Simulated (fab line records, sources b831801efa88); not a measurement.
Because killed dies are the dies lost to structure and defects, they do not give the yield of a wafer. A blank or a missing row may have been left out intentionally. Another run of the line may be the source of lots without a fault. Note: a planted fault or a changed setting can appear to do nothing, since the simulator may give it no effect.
Which tool was responsible? | flow gf180mcu | 10 lots (30 wafers sampled), 1 step of a 602-step route

WHAT EACH GAUGE READ, for each wafer
GF_LVPWELL_OVL_MEAS_07.
lot  | measured    | on         | LVPWELL_OVL (nm)
L130 | day 3 21:41 | overlay-01 | -2.8 -2.8 -2.2
L131 | day 4 03:41 | overlay-02 | 0.9 -1.9 -0.9
L132 | day 4 10:05 | overlay-02 | -2.5 -1.8 -0.6
L139 | day 6 01:12 | overlay-01 | 0.2 0.3 1.7
L140 | day 6 06:02 | overlay-02 | 0.4 -2.4 -3.4
L142 | day 6 15:51 | overlay-01 | -0.4 -1.4 -2.8
L144 | day 7 01:52 | overlay-02 | 0.0 1.5 0.3
L148 | day 8 02:01 | overlay-01 | -1.2 0.1 -0.2
L149 | day 8 09:49 | overlay-01 | 1.5 0.6 -0.2
L150 | day 8 14:05 | overlay-01 | -0.4 0.2 -2.5

EACH LOT AND THE TOOL THAT RAN IT (in order: tool; ch and the chambers of the sampled wafers; start)
Before these readings, the record contains no process step.

THE ANSWER, worked out from the rows above alone
Rule: the lots themselves supply what counts as usual. Put in order of their means at a reading, lots are off if they are a third of the lots or fewer, leave a main group of 4 or more, and stand apart from it by a gap of 3 or more times the standard deviation of the main group's means; of several such gaps the widest counts. Not used: any main group whose means are identical at the precision the tables above print for the reading. Also off: a lot with no number at a reading for which 4 or more lots have one. Where the step has rows for the other lots, those lots are counted as sound.
Nothing can be told from this: no lot is off at any reading shown.

WHAT THE SIMULATOR PUT IN
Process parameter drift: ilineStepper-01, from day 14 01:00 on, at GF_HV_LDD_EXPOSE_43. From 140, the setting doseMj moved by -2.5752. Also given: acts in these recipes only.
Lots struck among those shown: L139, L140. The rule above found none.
